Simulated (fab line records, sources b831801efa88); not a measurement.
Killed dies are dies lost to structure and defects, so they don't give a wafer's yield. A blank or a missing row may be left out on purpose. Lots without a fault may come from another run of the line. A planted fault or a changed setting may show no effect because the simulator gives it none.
One fault seen from 2 desks | flow sky130 | each desk has only its own numbers; what lay behind them comes last

THE METROLOGY DESK
What the gauges read, lot by lot, whatever tool the lot ran on: means of the sampled wafers that have a number. A lot is out of limits, marked OUT, if its mean lies more than 4 standard deviations from the usual mean; the brackets give that distance.
Columns: A = cd_nm at SKY_FIELD_ISO_CD_MEAS_13, usual 150.0 nm
lot  | first seen here | A
L608 | day 2 08:07     | 151.7
L607 | day 2 08:36     | 151.1
L611 | day 3 07:09     | 150.3
L612 | day 3 07:22     | 150.2
L613 | day 3 18:00     | 150.2
L614 | day 3 20:30     | 150.3
L615 | day 4 03:13     | 149.1
L616 | day 4 03:35     | 150.4
L620 | day 4 23:12     | 148.9
L621 | day 5 10:10     | 150.0
L622 | day 5 10:38     | 149.1
L624 | day 5 23:45     | 150.1
L625 | day 6 03:03     | 149.2
This desk's finding: nothing out of limits on any of the 13 lots.

THE TOOL OWNER'S DESK: rie_si-02
The tool's own readings at SKY_FIELD_ISO_ETCH_17 (etches Si in HBr/Cl2/O2, target depth 342 nm, time 97.7 s): means of the sampled wafers that have a number, for each lot that ran on this tool. A lot is out of limits, marked OUT, if its mean lies more than 4 standard deviations from the usual mean; the brackets give that distance.
Columns: A = drypump_motor_current_A at SKY_FIELD_ISO_ETCH_17, usual 5.7 A; B = oes_product_au at SKY_FIELD_ISO_ETCH_17, usual 0.999 a.u.; C = rf_fwd_power_W at SKY_FIELD_ISO_ETCH_17, usual 596.3 W; D = run_length_s at SKY_FIELD_ISO_ETCH_17, usual 126.0 s; E = throttle_valve_pct at SKY_FIELD_ISO_ETCH_17, usual 25.657 %
lot  | first seen here | A   | B     | C     | D               | E
L608 | day 2 08:25     | 5.7 | 0.992 | 597.0 | 126.1           | 25.659
L611 | day 3 07:28     | 5.9 | 0.995 | 595.7 | 125.6           | 25.650
L613 | day 3 18:19     | 5.6 | 1.001 | 594.3 | 125.7           | 25.650
L615 | day 4 03:31     | 6.1 | 1.018 | 598.3 | 125.7           | 25.648
L620 | day 4 23:31     | 5.8 | 1.008 | 596.8 | 125.4           | 25.651
L622 | day 5 10:55     | 5.0 | 0.998 | 596.4 | 109.2 (-37) OUT | 25.649
L625 | day 6 03:22     | 6.2 | 0.998 | 597.8 | 108.2 (-39) OUT | 25.654
This desk's finding: out of limits on L622, L625; first on L622, day 5 10:55 (run_length_s at SKY_FIELD_ISO_ETCH_17). In limits: L608, L611, L613, L615, L620.

PUT TOGETHER
The tool owner's desk could have raised an alarm at day 5 10:55, on L622, L625.
The metrology desk saw nothing out of limits.
The metrology desk has L622, L625 on record, within its limits.
Of the lots named, all ran SKY_FIELD_ISO_ETCH_17 on rie_si-02.

WHAT THE SIMULATOR HAD PUT IN
Process parameter drift: rie_si-02, from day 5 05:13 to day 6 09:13, at SKY_FIELD_ISO_ETCH_17. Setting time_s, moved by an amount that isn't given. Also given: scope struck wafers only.
Lots struck among those shown: L622, L625.
Hours from the fault's start to each desk's first reading out of limits: the tool owner's desk, 6.
